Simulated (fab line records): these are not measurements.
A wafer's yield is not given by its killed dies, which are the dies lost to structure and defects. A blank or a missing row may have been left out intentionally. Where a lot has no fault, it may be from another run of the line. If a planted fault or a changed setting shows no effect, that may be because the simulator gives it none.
Split-lot trial	flow sky130	route with 708 steps; 5 lots, 23 wafers read

== SPLIT DETAILS ==
At SKY_NWELL_COAT_05 (resist thk 3000 nm), the setting spin_rpm was moved away from the recipe's 2000 rpm on 10 of the 23 wafers read, by -7.5% to +5.4%. The other wafers ran this setting at the recipe's value.

The reading is taken at the split's own step.

== THE READING ==
coat_of_NWELL_COAT_05.thk_nm (the simulator's own value, which no gauge read), in nm, at SKY_NWELL_COAT_05 (resist thk 3000 nm). The file does not state a usual value for it. Across the 13 wafers here that went through the recipe, the average is 2999 nm and the standard deviation 7.3 nm.

wafer	tool, chamber at the split	spin_rpm as run, rpm	against the recipe	coat_of_NWELL_COAT_05.thk_nm, nm	against lot-mates on the recipe
L077.1	litho_track-03, 0	2109	+5.4%	2918	-70
L077.2	litho_track-03, 0	2000	recipe	2990	-
L077.3	litho_track-03, 0	2109	+5.4%	2905	-83
L077.4	litho_track-03, 0	2000	recipe	2987	-
L077.5	litho_track-03, 0	2000	recipe	2988	-
L079.1	litho_track-02, 0	1851	-7.5%	3132	+124
L079.2	litho_track-02, 0	1851	-7.5%	3122	+114
L079.3	litho_track-02, 0	2000	recipe	3008	-
L079.5	litho_track-02, 0	2000	recipe	3008	-
L079.4	litho_track-02, 0	1851	-7.5%	3130	+122
L080.2	litho_track-04, 0	1925	-3.7%	3057	+61
L080.3	litho_track-04, 0	2000	recipe	2991	-
L080.4	litho_track-04, 0	1925	-3.7%	3061	+65
L080.5	litho_track-04, 0	2000	recipe	2995	-
L080.6	litho_track-04, 0	2000	recipe	3001	-
L083.1	litho_track-04, 0	2059	+3.0%	2957	-46
L083.3	litho_track-04, 0	2000	recipe	3003	-
L083.4	litho_track-04, 0	2059	+3.0%	2958	-44
L083.5	litho_track-04, 0	2059	+3.0%	2960	-42
L083.6	litho_track-04, 0	2000	recipe	3002	-
L085.1	litho_track-04, 0	2000	recipe	2999	-
L085.2	litho_track-04, 0	2000	recipe	3004	-
L085.4	litho_track-04, 0	2000	recipe	3006	-

THE FIT
A straight line over all 23 wafers: coat_of_NWELL_COAT_05.thk_nm changes by -16.5 nm for each +1% of spin_rpm; r = -0.99; the points scatter about the line by 7.2 nm.
The same after taking each lot's own level away (the mean of its wafers on the recipe; 23 wafers): -15.6 nm for each +1%; r = -1.00; scatter 4.3 nm.
According to that fit, moving spin_rpm by its largest amount changes the reading by 1.2e+02 nm.
The span of the lots' own levels, 2988.3 to 3008.0 nm, comes to 2.7 times the standard deviation stated above.
Consequently the slope shifts little with the lot-to-lot level, the two slopes agreeing.
Check: with one of the wafers moved furthest among these (-7.5%) left out of the fit, the line predicts +116 nm for it against its lot-mates. It came out at +124 nm against them.

== THE OTHER SPLITS THESE WAFERS WENT THROUGH ==
Before the reading, these wafers also passed through other splits. Each is held against what the fit with the lots' levels taken away leaves over:
other split on the same wafers	wafers away from the commonest value	r with coat_of_NWELL_COAT_05.thk_nm (lot level and that fit taken away)
SKY_FIELD_ISO_OXIDATION_01 temp_c	15	-0.01
SKY_FIELD_ISO_COAT_08 spin_rpm	10	+0.27
SKY_NWELL_OXIDATION_01 temp_c	18	-0.01
SKY_PWDE_SOFTBAKE_03 temp_c	7	+0.18

== THE WHOLE CHAIN: every reading that the file lists as answering this split, in the file's order ==
step	what it does	reading	change (the file's fit)	r (the file's)
SKY_NWELL_COAT_05	resist thk 3000 nm	coat_of_NWELL_COAT_05.thk_nm (the simulator's own value, which no gauge read)	-15.6 nm for each +1% of the setting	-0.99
SKY_NWELL_STRIP_14	strips in O2/N2	strip_time_to_endpoint_s	withheld for each +1% of the setting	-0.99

== THE FILE'S OWN FIT ==
coat_of_NWELL_COAT_05.thk_nm changes by -15.6 nm for each +1% of spin_rpm, r = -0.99.
